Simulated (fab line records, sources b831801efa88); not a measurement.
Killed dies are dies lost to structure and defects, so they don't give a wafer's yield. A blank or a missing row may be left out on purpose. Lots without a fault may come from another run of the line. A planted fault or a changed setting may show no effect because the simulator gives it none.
Chamber matching | flow sky130 | SKY_CONTACT_ETCH_16 on rie_diel-04: 4 sister chambers
The step etches BARC in N2/H2, stops on SiO2, time 45.9 s, target depth 60 nm. 4 wafers are shown with their chamber, then 8 later ones without.

WAFERS WITH THEIR CHAMBER
wafer  | chamber | drypump_motor_current_A (A)
L083.1 | 3       | 4.8
L086.6 | 1       | 5.0
L089.1 | 0       | 5.5
L088.2 | 2       | 5.7

WAFERS WITHOUT THEIR CHAMBER
wafer  | drypump_motor_current_A (A)
L088.3 | 5.4
L088.5 | 5.4
L091.1 | 5.7
L091.3 | 4.8
L091.4 | 5.7
L095.1 | 5.7
L095.2 | 5.5
L095.5 | 5.4

WHICH CHAMBER EACH WENT THROUGH
wafer  | from the rows above | in truth
L088.3 | 0                   | 0
L088.5 | 0                   | 0
L091.1 | 2                   | 2
L091.3 | 3                   | 3
L091.4 | 2                   | 2
L095.1 | 2                   | 2
L095.2 | 0                   | 0
L095.5 | 0                   | 0
Placed correctly: 8 of 8. Can't be placed from these rows: 0. Placed wrongly: 0.
How it was worked out, from the rows above alone: a wafer's distance from a chamber is the root of the sum, over the readings, of the square of ((its reading less the chamber's mean) divided by the reading's scatter). The wafer belongs to the nearest chamber; if the next one is less than 2 further off, it can't be placed. A chamber's mean is the mean of its shown wafers. The scatter: with one shown wafer a chamber, the root of the mean of the squares of how far each hidden wafer lies from its nearest shown one.
